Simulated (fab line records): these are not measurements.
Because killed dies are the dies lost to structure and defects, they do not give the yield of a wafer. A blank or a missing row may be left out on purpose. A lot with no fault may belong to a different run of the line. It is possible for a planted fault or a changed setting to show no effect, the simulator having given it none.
One fault through the eyes of 2 desks + flow gf180mcu + only its own numbers are on each desk; what lay behind them is given at the end

== THE METROLOGY DESK ==
What the gauges read for every lot (on any tool): the sampled wafers with a number, averaged. The brackets show how far a lot's mean lies from the usual mean; more than 4 standard deviations puts the lot out of limits, marked OUT.
Columns: A = POLY_GATE_CVD_00_THK at GF_POLY_GATE_THK_MEAS_01, usual 200.8 nm; B = cdNm at GF_HV_LDD_CD_MEAS_31, usual 400.0 nm; C = HV_LDD_CVD_56_THK at GF_HV_LDD_THK_MEAS_57, usual 89.9 nm
| lot  | first seen here | A     | B     | C              |
|------|-----------------|-------|-------|----------------|
| L121 | day 8 09:55     | 200.8 | 398.3 | 89.7           |
| L123 | day 8 23:03     | 200.7 | 399.4 | 89.7           |
| L124 | day 9 08:44     | 203.2 | 397.8 | 88.7           |
| L127 | day 10 02:50    | 199.7 | 400.9 | 90.5           |
| L130 | day 11 01:17    | 197.6 | 398.8 | 89.8           |
| L132 | day 11 17:38    | 203.4 | 399.1 | 88.5           |
| L134 | day 12 11:25    | 202.6 | 398.6 | 89.9           |
| L138 | day 13 10:58    | 204.0 | 400.5 | 72.0 (-18) OUT |
| L139 | day 13 19:05    | 198.7 | 398.0 | 72.0 (-18) OUT |
| L140 | day 14 00:29    | 200.9 | 397.9 | 89.7           |
| L141 | day 14 06:16    | 202.3 | 402.3 | 72.9 (-17) OUT |
This desk reports L138, L139, L141 out of limits; the earliest was L138 at day 18 09:11 (HV_LDD_CVD_56_THK at GF_HV_LDD_THK_MEAS_57). Within limits: L121, L123, L124, L127, L130, L132, L134, L140.

== AT THE TOOL OWNER'S DESK: lpcvd-02 ==
The tool's own readings at GF_HV_LDD_CVD_56 (deposits Si3N4 from DCS/NH3, target thk 90 nm, time 1543 s): means of the sampled wafers that have a number, for each lot that ran on this tool. The brackets show how far a lot's mean lies from the usual mean; more than 4 standard deviations puts the lot out of limits, marked OUT.
Columns: A = spikeTcBottomC at GF_HV_LDD_CVD_56, usual 787 C; B = spikeTcCentreC at GF_HV_LDD_CVD_56, usual 771.2 C; C = spikeTcLowerC at GF_HV_LDD_CVD_56, usual 769.7 C; D = spikeTcTopC at GF_HV_LDD_CVD_56, usual 783.5 C; E = spikeTcUpperC at GF_HV_LDD_CVD_56, usual 769.6 C; F = susceptorTempC at GF_HV_LDD_CVD_56, usual 770.1 C; G = zonePowerTopPct at GF_HV_LDD_CVD_56, usual 26.3 %
| lot  | first seen here | A              | B                | C                | D                | E                | F               | G    |
|------|-----------------|----------------|------------------|------------------|------------------|------------------|-----------------|------|
| L123 | day 12 21:17    | 782            | 772.7            | 768.2            | 783.1            | 771.5            | 769.9           | 25.5 |
| L127 | day 14 10:35    | 787            | 771.5            | 771.9            | 788.7            | 770.9            | 770.2           | 28.2 |
| L134 | day 17 01:02    | 782            | 771.6            | 768.2            | 783.3            | 771.4            | 770.2           | 25.3 |
| L138 | day 18 07:02    | 775            | 759.6 (-9.7) OUT | 758.6 (-7.4) OUT | 777.8            | 758.9 (-7.2) OUT | 758.6 (-37) OUT | 27.6 |
| L139 | day 18 15:06    | 771 (-5.0) OUT | 759.6 (-9.6) OUT | 756.6 (-8.7) OUT | 771.6 (-4.3) OUT | 759.1 (-7.0) OUT | 758.0 (-39) OUT | 25.0 |
| L141 | day 19 01:29    | 771 (-4.9) OUT | 761.1 (-8.4) OUT | 756.5 (-8.8) OUT | 771.0 (-4.5) OUT | 759.9 (-6.5) OUT | 758.1 (-39) OUT | 24.8 |
This desk finds L138, L139, L141 out of limits, L138 being first, at day 18 07:02 (spikeTcCentreC at GF_HV_LDD_CVD_56). Within limits: L123, L127, L134.

== ALL TOGETHER ==
The tool owner's desk could have raised an alarm at day 18 07:02, on L138, L139, L141.
On L138, L139, L141, the metrology desk was in a position to raise an alarm at day 18 09:11.
On lpcvd-02, each named lot ran GF_HV_LDD_CVD_56.

== WHAT WAS PUT IN BY THE SIMULATOR ==
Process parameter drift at GF_HV_LDD_CVD_56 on lpcvd-02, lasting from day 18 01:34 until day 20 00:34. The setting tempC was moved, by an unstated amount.
Struck lots among those shown: L138, L139, L141.
Hours from the fault's start to each desk's first reading out of limits: the tool owner's desk, 5; the metrology desk, 8.
